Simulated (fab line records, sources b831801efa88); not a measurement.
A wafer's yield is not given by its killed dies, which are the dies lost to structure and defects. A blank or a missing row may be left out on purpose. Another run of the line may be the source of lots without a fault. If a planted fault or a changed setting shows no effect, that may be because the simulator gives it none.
Problem report, 8D (eight disciplines) form, completed by code / flow gf180mcu / the parts of the form that need people (team, actions taken, sign-off) are left out

== 1. THE PROBLEM ==
Mean LVPWELL_RS at GF_VT_IMPLANT_RS_MEAS_48: 1257.1 ohm/sq over 6 wafers in 2 lots; fault-free wafers: 1196.5 ohm/sq, standard deviation 2.7. Measured from the usual mean, that is +22 standard deviations.
The step: measures by four-point-probe.
Seen first at day 12 13:16 on film_metro-02, wafer L911.1. The record holds 42 wafers of 14 lots with a number at this step. Rule for "out" (also "out of limits"): further than 4 standard deviations from the usual mean. All remaining wafers that have a number are taken as sound.

== 2. WHAT IT IS, WHAT IT ISN'T ==
question=which readings at this step; is=LVPWELL_RS; is not=-
question=which lots; is=L911, L916; is not=L895, L896, L897, L898, L899, L900, L902, L903, L904, L905, L906, L908
question=which wafers of those lots; is=all that have a number; is not=-
question=read on which gauges; is=film_metro-01, film_metro-02; is not=film_metro-04
question=when; is=from day 12 13:16; is not=up to then (36 sound wafers)

== 3. SUSPECTS, AND WHAT RULES EACH OUT ==
Counting: a tool at any process step up to the reading remains a suspect when it ran all the lots that are out and ran no sound lot after the first of those.
- the gauge at GF_VT_IMPLANT_RS_MEAS_48 has been ruled out. Those wafers that are out were read across 2 gauges (film_metro-01, film_metro-02).
- implanter-02 at GF_LVPWELL_IMPLANT_08: kept. All lots that are out passed through it, beginning with L911 at day 8 01:03, and no sound lot followed; its final sound lot before that point was L903 at day 5 18:10. On those wafers its own readings are out: beam_energy_keV.
Left after counting: implanter-02 at GF_LVPWELL_IMPLANT_08.

== 4. THE CAUSE (what the simulator had put in) ==
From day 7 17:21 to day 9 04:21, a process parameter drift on implanter-02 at GF_LVPWELL_IMPLANT_08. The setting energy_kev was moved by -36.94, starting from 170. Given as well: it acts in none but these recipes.
After counting, this tool was the only one left.

== 5. THE CHAIN OF EFFECTS, in route order ==
Rows list readings where the struck wafers' mean (over those with a number) sits beyond 3 standard deviations from the usual. Scope: only readings with a usual standard deviation given in the record; hours: median across lots of the time from each lot's start at the first step in this table that gives one to its start at this step; sigmas: change in usual standard deviations.
hours=0; step=GF_LVPWELL_IMPLANT_08; reading=beam_energy_keV; usual=170.00; on struck wafers=133.07; change=-36.93; sigmas=-99 or more
hours=109; step=GF_VT_IMPLANT_RS_MEAS_48; reading=LVPWELL_RS; usual=1196.5 ohm/sq; on struck wafers=1257.1; change=+60.6; sigmas=+22
Here are the process steps it includes:
- GF_LVPWELL_IMPLANT_08
Later measuring or inspecting steps at which every struck wafer that the step has a row for has a number for every such reading, and none has moved that far: GF_DUAL_GATE_OVL_MEAS_11.

== 6. WHAT WOULD HAVE CAUGHT IT SOONER ==
Counted from the fault's start at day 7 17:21, it took 116 hours until the first out-of-limits reading at a measuring or inspecting step in this record, taken at day 12 13:16.
At GF_LVPWELL_IMPLANT_08, the tool's own readings (beam_energy_keV) were out on each struck wafer the step has a row for, so an alarm limit on them would have fired on the first such wafer.
By day 12 13:16 the whole set of lots that are out, 2 in number, had already begun GF_LVPWELL_IMPLANT_08 on implanter-02. None of them would have been spared by holding the tool at that moment.
